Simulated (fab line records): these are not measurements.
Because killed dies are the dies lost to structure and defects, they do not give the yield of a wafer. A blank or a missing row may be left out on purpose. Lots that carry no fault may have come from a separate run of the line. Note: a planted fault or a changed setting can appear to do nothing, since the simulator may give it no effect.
2 desks looking at one fault / flow sfq-line / only its own numbers are on each desk; what lay behind them is given at the end

## METROLOGY DESK
What the gauges read, lot by lot, whatever tool the lot ran on: means of the sampled wafers that have a number. The brackets show how far a lot's mean lies from the usual mean; more than 4 standard deviations puts the lot out of limits, marked OUT.
Columns: A = M5_OVL at SFQ_M5_OVL_MEAS_932, usual -2 nm
lot=L307; first seen here=day 49 04:25; A=-6
lot=L310; first seen here=day 49 11:25; A=3
lot=L319; first seen here=day 61 07:53; A=-3
lot=L320; first seen here=day 61 18:01; A=-1
lot=L327; first seen here=day 70 00:07; A=-7
lot=L328; first seen here=day 70 03:43; A=4
This desk's finding: nothing out of limits on any of the 6 lots.

## FOR THE TOOL OWNER'S DESK: pecvd-03
The tool's own readings at SFQ_TRILAYER_A5B_DEP_PECVD_129 (deposits SiO2 from SiH4/N2O, time 133.33 s, target thk 600 nm): means of the sampled wafers that have a number, for each lot that ran on this tool. The brackets show how far a lot's mean lies from the usual mean; more than 4 standard deviations puts the lot out of limits, marked OUT.
Columns: A = heater-power-w at SFQ_TRILAYER_A5B_DEP_PECVD_129, usual 89 W; B = run-length-s at SFQ_TRILAYER_A5B_DEP_PECVD_129, usual 161.2 s; C = throttle-valve-pct at SFQ_TRILAYER_A5B_DEP_PECVD_129, usual 24.1 %
lot=L310; first seen here=day 49 12:28; A=72; B=161.2; C=23.4
lot=L319; first seen here=day 61 08:58; A=70; B=164.1 (+6.4) OUT; C=22.0
lot=L320; first seen here=day 61 19:04; A=88; B=163.7 (+5.6) OUT; C=23.1
This desk's finding: out of limits on L319, L320; first on L319, day 61 08:58 (run-length-s at SFQ_TRILAYER_A5B_DEP_PECVD_129). L310: within limits.

## TAKEN TOGETHER
On L319, L320, at day 61 08:58, an alarm was possible from the tool owner's desk.
Metrology desk: nothing out of limits seen.
The metrology desk holds a record of L319, L320, inside its limits.
Every lot named ran SFQ_TRILAYER_A5B_DEP_PECVD_129 on pecvd-03.

## WHAT WAS PUT IN BY THE SIMULATOR
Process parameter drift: pecvd-03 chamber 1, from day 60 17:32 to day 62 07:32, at SFQ_TRILAYER_A5B_DEP_PECVD_129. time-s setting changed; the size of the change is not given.
Lots struck among those shown: L319, L320.
Time in hours from fault onset to the first out-of-limits reading at each desk: the tool owner's desk, 15.
